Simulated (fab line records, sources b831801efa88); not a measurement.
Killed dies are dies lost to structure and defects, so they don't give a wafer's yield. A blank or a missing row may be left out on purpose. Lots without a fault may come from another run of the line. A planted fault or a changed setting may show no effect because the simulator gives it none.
A struck lot beside a sound one | flow sky130 | 15 steps out of a route of 708
Sound: wafers L527.3, L527.4, L527.6. Struck: wafer L531.3. (L531.1, L531.2 of the same lot were not struck and are left out.) The cause comes at the end.
At each step with rows: each side's tool, then ch and its chambers, then its first start. Under that, the readings that differ: sound wafers | struck wafers | difference of the means | sigmas: that difference in standard deviations of wafers without a fault.
alike: readings whose means differ by less than 2 such deviations, and words and numbers that are the same on both sides. not compared: withheld readings, readings that some wafer has no value for, bounds like >300 that may hide the same value, and numbers for which the record gives no deviation and whose values overlap.
The two part at a step that has a row with sigmas, a row that says differs or no value, or rows on one side only. Numbers that don't overlap but have no deviation are shown without sigmas and don't part them. A reading that every wafer of one side lacks parts them only if that side has two wafers or more.

SKY_VIA4_OVL_MEAS_11:
  sound on overlay-02, day 45 16:54; struck on overlay-01, day 46 15:26
  alike: VIA4_OVL
SKY_VIA4_ETCH_12: etches SiO2 in C4F8/O2/Ar, stops on TiN, target depth 580 nm.
  sound on rie_diel-03 ch 0,1,3, day 45 16:55; struck on rie_diel-04 ch 1, day 46 15:28
  alike: oes_product_au
SKY_VIA4_STRIP_13: strips in O2/N2.
  sound on plasma_asher-01 ch 0,1, day 45 17:02; struck on plasma_asher-02 ch 1, day 46 15:32
  alike: drypump_motor_current_A, oes_product_au, strip_time_to_endpoint_s
  not compared: rf_hours_counter_h
then, 3 steps without rows for these wafers: SKY_VIA4_STRIP_14 (strips in post etch residue remover, time 1200 s); SKY_VIA4_CLEAN_15 (cleans in IPA, time 180 s); SKY_VIA4_CLEAN_16 (cleans in O3/DIW).
SKY_VIA4_SPUTTER_17: material TiN, target thk 20 nm, time 80 s.
  sound on pvd_sputter-03, day 45 17:38; struck on pvd_sputter-01, day 46 16:08
  alike: throttle_valve_pct
then, 1 step without rows for these wafers: SKY_VIA4_CVD_18 (deposits W, target thk 505 nm, time 152.14 s).
SKY_VIA4_RS_MEAS_19: measures by four-point-probe.
  sound on film_metro-03, day 45 17:53; struck on film_metro-03, day 46 16:22
  reading            | sound                | struck | difference | sigmas
  VIA4_W_RS (ohm/sq) | 0.2312 0.2284 0.2293 | 0.2249 | -0.0047    | -2
SKY_VIA4_THK_MEAS_20: measures by xrf.
  sound on film_metro-03, day 45 17:59; struck on film_metro-03, day 46 16:29
  alike: VIA4_W_THK
SKY_VIA4_CMP_21: polishes, stops on SiO2, t overpolish 25 s, target thk 0 nm.
  sound on cmp-02 ch 0,1, day 45 18:02; struck on cmp-01 ch 0, day 46 16:32
  reading             | sound          | struck | difference | sigmas
  motor_current_A (A) | 10.1 11.6 11.5 | 13.2   | +2.1       | +3
  alike: overpolish_run_s, time_to_endpoint_s
then, 1 step without rows for these wafers: SKY_METAL5_SPUTTER_00 (material Ti, target thk 15 nm, time 10 s).
SKY_METAL5_SPUTTER_01: material TiN, target thk 20 nm, time 16.7 s.
  sound on pvd_sputter-03, day 45 18:21; struck on pvd_sputter-03, day 46 16:52
  reading                                    | sound          | struck | difference | sigmas
  model.TiN_of_METAL5_SPUTTER_01.thk_nm (nm) | 20 19.99 19.96 | 12.26  | -7.72      |
  alike: throttle_valve_pct
SKY_METAL5_SPUTTER_02: material AlCu, target thk 1150 nm, time 61.2 s.
  sound on pvd_sputter-03, day 45 18:22; struck on pvd_sputter-03, day 46 16:53
  alike: throttle_valve_pct
-- the record jumps here: 3 days lie between the struck wafers' starts before and after (it left off in module METAL5 and takes up again in module PAD_OPEN, whose first step shown is number 708 of the route) --
SKY_PAD_OPEN_PROBE_99:
  the record has rows for the struck wafers here (prober-01, day 49 05:07) and none for the sound ones

WHERE THEY PART
First at SKY_VIA4_RS_MEAS_19; last, within this record, at SKY_PAD_OPEN_PROBE_99.

WHY: what the simulator had put in
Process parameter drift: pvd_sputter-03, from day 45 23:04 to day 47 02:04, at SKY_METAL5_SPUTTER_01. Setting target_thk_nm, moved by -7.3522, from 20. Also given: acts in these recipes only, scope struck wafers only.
